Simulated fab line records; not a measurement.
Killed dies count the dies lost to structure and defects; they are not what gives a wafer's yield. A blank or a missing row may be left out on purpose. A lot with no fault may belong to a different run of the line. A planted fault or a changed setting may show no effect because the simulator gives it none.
Tool commonality check -- flow sky130 -- 13 lots and 39 wafers in the sample

== WHY IT WAS OPENED ==
At SKY_LDD_LDN_TW_MEAS_13 the reading LDD_LDN_TW is flagged on 2 of 13 lots. Wafers without a fault read 1474, standard deviation 11.
Rule: flag the lot when none of its wafers has a number, or when each of its wafers that has one lies beyond 4 standard deviations from that mean. As for the other lots, they are considered sound.

lot,measured,on,"LDD_LDN_TW, wafer by wafer",flag
L746,day 23 07:05,filmMetro-03,1482 1490 1488,
L748,day 23 19:32,filmMetro-03,1486 1493 1481,
L749,day 23 21:12,filmMetro-02,1549 1552 1551,FLAGGED
L750,day 24 00:37,filmMetro-03,1584 1588 1586,FLAGGED
L753,day 25 10:42,filmMetro-02,1457 1458 1461,
L754,day 25 22:50,filmMetro-01,1464 1472 1464,
L759,day 27 05:14,filmMetro-02,1457 1452 1460,
L761,day 28 04:34,filmMetro-03,1474 1469 1470,
L762,day 29 03:55,filmMetro-01,1470 1475 1487,
L765,day 29 12:42,filmMetro-03,1467 1475 1476,
L764,day 29 13:48,filmMetro-02,1461 1458 1456,
L767,day 30 23:21,filmMetro-03,1479 1479 1480,
L769,day 30 23:43,filmMetro-01,1479 1481 1477,
The numbers of the flagged lots are 1568 on average: +94 against the usual, or +9 standard deviations.

== WHICH TOOL EACH LOT WENT THROUGH ==
The record keeps 1 process step preceding the reading, out of 708 steps on the route. Every cell lists first the tool, next ch and the chambers used by the sampled wafers, and last the start.
lot,flag,SKY_LDD_LDN_IMPLANT_09
L746,,"implanter-03 ch 0, day 23 06:35"
L748,,"implanter-03 ch 0, day 23 19:01"
L749,FLAGGED,"implanter-02 ch 0, day 23 20:15"
L750,FLAGGED,"implanter-01 ch 0, day 23 23:45"
L753,,"implanter-01 ch 0, day 25 10:09"
L754,,"implanter-03 ch 0, day 25 22:17"
L759,,"implanter-01 ch 0, day 27 04:43"
L761,,"implanter-03 ch 0, day 28 04:02"
L762,,"implanter-03 ch 0, day 29 03:22"
L765,,"implanter-01 ch 0, day 29 12:09"
L764,,"implanter-03 ch 0, day 29 13:15"
L767,,"implanter-02 ch 0, day 30 22:48"
L769,,"implanter-03 ch 0, day 30 23:10"
What is done by these steps:
- SKY_LDD_LDN_IMPLANT_09
- SKY_LDD_LDN_TW_MEAS_13

== FLAGGED AGAINST TOTAL, ONE TOOL AT A TIME (gauges that did the reading follow at the end) ==
step,tool,lots run,flagged,share of the flagged lots,sound lots run after its first flagged lot
SKY_LDD_LDN_IMPLANT_09,implanter-01,4,1,some,"3 (L753,L759,L765)"
SKY_LDD_LDN_IMPLANT_09,implanter-02,2,1,some,1 (L767)
SKY_LDD_LDN_IMPLANT_09,implanter-03,7,0,none,-
SKY_LDD_LDN_TW_MEAS_13,filmMetro-01,3,0,none,-
SKY_LDD_LDN_TW_MEAS_13,filmMetro-02,4,1,some,"3 (L753,L759,L764)"
SKY_LDD_LDN_TW_MEAS_13,filmMetro-03,6,1,some,"3 (L761,L765,L767)"

== THE TABLE: WHAT IT ALLOWS ==
No row of the table ran every flagged lot.

== WHAT HAD BEEN PUT IN BY THE SIMULATOR ==
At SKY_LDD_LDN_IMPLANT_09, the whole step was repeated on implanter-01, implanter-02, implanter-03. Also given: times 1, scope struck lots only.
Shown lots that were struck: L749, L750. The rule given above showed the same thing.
